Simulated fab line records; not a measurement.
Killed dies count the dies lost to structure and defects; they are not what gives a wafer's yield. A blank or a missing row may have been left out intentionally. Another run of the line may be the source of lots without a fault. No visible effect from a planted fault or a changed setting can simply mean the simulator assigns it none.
Struck lot and sound lot, side by side / flow sky130 / 14 out of 708 route steps
Sound: the wafers L132.3, L132.4, L132.6. Struck: wafers L137.1, L137.2, L137.6. Last of all comes the cause.
At each step with rows: each side's tool, then ch and its chambers, then its first start. Under that, the readings that differ: sound wafers / struck wafers / difference of the means / sigmas: that difference in standard deviations of wafers without a fault.
alike: readings with means less than 2 such deviations apart, plus words and numbers identical on both sides. not compared: withheld readings, readings lacking a value on some wafer, bounds such as >300 that could conceal the same value, and numbers that have no deviation in the record and whose values overlap.
The two part at a step that has a row with sigmas, a row that says differs or no value, or rows on one side only. Numbers that don't overlap but have no deviation are shown without sigmas and don't part them. A reading missing from all wafers of one side parts the sides only when that side holds two or more wafers.

first, 2 steps without rows for these wafers: SKY_VT_ADJUST_PCH_PEB_05; SKY_VT_ADJUST_PCH_DEVELOP_06 (develop time 60 s).
SKY_VT_ADJUST_PCH_OVL_MEAS_07:
  sound on overlay-02, day 10 16:46; struck on overlay-01, day 12 03:15
  alike: VT_ADJUST_PCH_OVL
after that, 1 step had no rows for these wafers: SKY_VT_ADJUST_PCH_IMPLANT_08.
SKY_VT_ADJUST_PCH_STRIP_09: strips in O2/N2.
  sound on plasma-asher-04 ch 0,1, day 10 16:58; struck on plasma-asher-02 ch 0,1, day 12 03:26
  alike: drypump-motor-current-A, oes-product-au, strip-time-to-endpoint-s
  not compared: rf-hours-counter-h
SKY_VT_ADJUST_PCH_TW_MEAS_10:
  sound on film-metro-03, day 10 17:03; struck on film-metro-02, day 12 03:32
  alike: VT_ADJUST_PCH_TW
then, 6 steps without rows for these wafers: SKY_SONOS_TUNNEL_DEHYDRATE_00 (time 60 s); SKY_SONOS_TUNNEL_HMDS_01 (prime time 60 s); SKY_SONOS_TUNNEL_COAT_02 (resist thk 1140 nm); SKY_SONOS_TUNNEL_SOFTBAKE_03 (time 60 s); SKY_SONOS_TUNNEL_EXPOSE_04 (exposes mask TUNM, target cd 410 nm); SKY_SONOS_TUNNEL_PEB_05.
SKY_SONOS_TUNNEL_DEVELOP_06: develop time 60 s.
  struck on litho-track-02, day 13 02:00; sound on litho-track-01 ch 0, day 11 14:59
  no value came back on the struck wafers for chill-plate-temp-C (C), develop-time-s (s); on the sound wafers chill-plate-temp-C (C) reads 23.07 22.99 23.02
SKY_SONOS_TUNNEL_CD_MEAS_07 targets a cd of 410 nm.
  sound on cd-sem-01, day 11 15:07; struck on cd-sem-01, day 13 02:09
reading=cd-nm (nm); sound=412.5 411.5 411.3; struck=- - -; difference=no value on the struck wafers; sigmas=

## WHERE THEY PART
Last at SKY_SONOS_TUNNEL_CD_MEAS_07 as far as this record goes, first at SKY_SONOS_TUNNEL_DEVELOP_06.

WHY: what the simulator had put in
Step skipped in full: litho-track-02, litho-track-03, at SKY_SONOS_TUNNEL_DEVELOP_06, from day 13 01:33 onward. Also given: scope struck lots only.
